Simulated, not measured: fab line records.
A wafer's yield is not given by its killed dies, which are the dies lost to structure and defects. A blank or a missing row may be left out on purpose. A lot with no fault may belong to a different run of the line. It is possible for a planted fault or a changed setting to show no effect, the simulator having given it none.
A struck lot beside a sound one / flow sky130 / 18 steps out of a route of 708
Sound: wafers L148.2, L148.4, L148.6. Wafers L155.3, L155.4, L155.6 were the ones struck. Last of all comes the cause.
For every step that has rows: the tool of each side, followed by ch and its chambers, followed by its first start. Under that, the readings that differ: sound wafers / struck wafers / difference of the means / sigmas: that difference in standard deviations of wafers without a fault.
alike: readings whose means differ by less than 2 such deviations, and words and numbers that are the same on both sides. not compared: withheld readings, readings that some wafer has no value for, bounds like >300 that may hide the same value, and numbers for which the record gives no deviation and whose values overlap.
A row with sigmas, a row that says differs or no value, or rows on one side alone: a step with any of these is where the two part. When numbers do not overlap yet have no deviation, they are printed without sigmas and do not part them. Lack of a reading on every wafer of one side parts them only where that side has two or more wafers.

first, 3 steps without rows for these wafers: SKY_VT_ADJUST_NCORE_EXPOSE_04 (exposes mask LVTN COMPLEMENT THIN, target cd 380 nm); SKY_VT_ADJUST_NCORE_PEB_05; SKY_VT_ADJUST_NCORE_DEVELOP_06 (develop time 57.69 s).
SKY_VT_ADJUST_NCORE_CD_MEAS_07: the cd target is 380 nm.
  sound on cdSem-01 at day 8 07:19; struck on cdSem-02 at day 10 16:12
reading=cdNm (nm); sound=379.1 381.6 381.7; struck=372.8 376.0 372.5; difference=-7.0; sigmas=-3
SKY_VT_ADJUST_NCORE_OVL_MEAS_08:
  sound on overlay-01 at day 8 07:25; struck on overlay-02 at day 10 16:17
  alike: VT_ADJUST_NCORE_OVL
then, 1 step without rows for these wafers: SKY_VT_ADJUST_NCORE_IMPLANT_09.
SKY_VT_ADJUST_NCORE_STRIP_10: strips in O2/N2.
  sound on plasmaAsher-01 ch 0,1, day 8 07:36; struck on plasmaAsher-01 ch 0,1, day 10 16:30
  alike: drypumpMotorCurrentA, oesProductAu, stripTimeToEndpointS
  not compared: rfHoursCounterH
SKY_VT_ADJUST_NCORE_TW_MEAS_11:
  sound on filmMetro-01 at day 8 07:43; struck on filmMetro-01 at day 10 16:35
  alike: VT_ADJUST_NCORE_TW
then, 4 steps without rows for these wafers: SKY_VT_ADJUST_HVTR_DEHYDRATE_00 (time 60 s); SKY_VT_ADJUST_HVTR_HMDS_01 (prime time 60 s); SKY_VT_ADJUST_HVTR_COAT_02 (resist thk 1140 nm); SKY_VT_ADJUST_HVTR_SOFTBAKE_03 (time 60 s).
SKY_VT_ADJUST_HVTR_EXPOSE_04: exposes mask HVTRM, target cd 380 nm.
  sound on ilineStepper-02 ch 0, day 8 18:40; struck on ilineStepper-02 ch 0, day 11 04:10
reading=model.VT_ADJUST_HVTR.overlayXNm (nm); sound=-0.5206 -0.5206 -0.5206; struck=133.3 133.3 133.3; difference=+133.8; sigmas=
  alike: mask
then, 2 steps without rows for these wafers: SKY_VT_ADJUST_HVTR_PEB_05; SKY_VT_ADJUST_HVTR_DEVELOP_06 (develop time 60 s).
SKY_VT_ADJUST_HVTR_CD_MEAS_07: the cd target is 380 nm.
  sound on cdSem-02 at day 9 04:45; struck on cdSem-01 at day 11 16:11
  alike: cdNm
SKY_VT_ADJUST_HVTR_OVL_MEAS_08:
  sound on overlay-02 at day 9 04:52; struck on overlay-01 at day 11 16:28
reading=VT_ADJUST_HVTR_OVL (nm); sound=-1.9 -1.9 -1.1; struck=133.4 133.7 134.2; difference=+135.4; sigmas=+99 or more
  not compared: hold
SKY_PAD_OPEN_PROBE_99:
  rows exist in the record for the sound wafers here (prober-01, day 45 03:37), none for the struck ones

## WHERE THEY PART
Earliest at SKY_VT_ADJUST_NCORE_CD_MEAS_07; latest, in this record, at SKY_PAD_OPEN_PROBE_99.

WHY: whatever the simulator had introduced
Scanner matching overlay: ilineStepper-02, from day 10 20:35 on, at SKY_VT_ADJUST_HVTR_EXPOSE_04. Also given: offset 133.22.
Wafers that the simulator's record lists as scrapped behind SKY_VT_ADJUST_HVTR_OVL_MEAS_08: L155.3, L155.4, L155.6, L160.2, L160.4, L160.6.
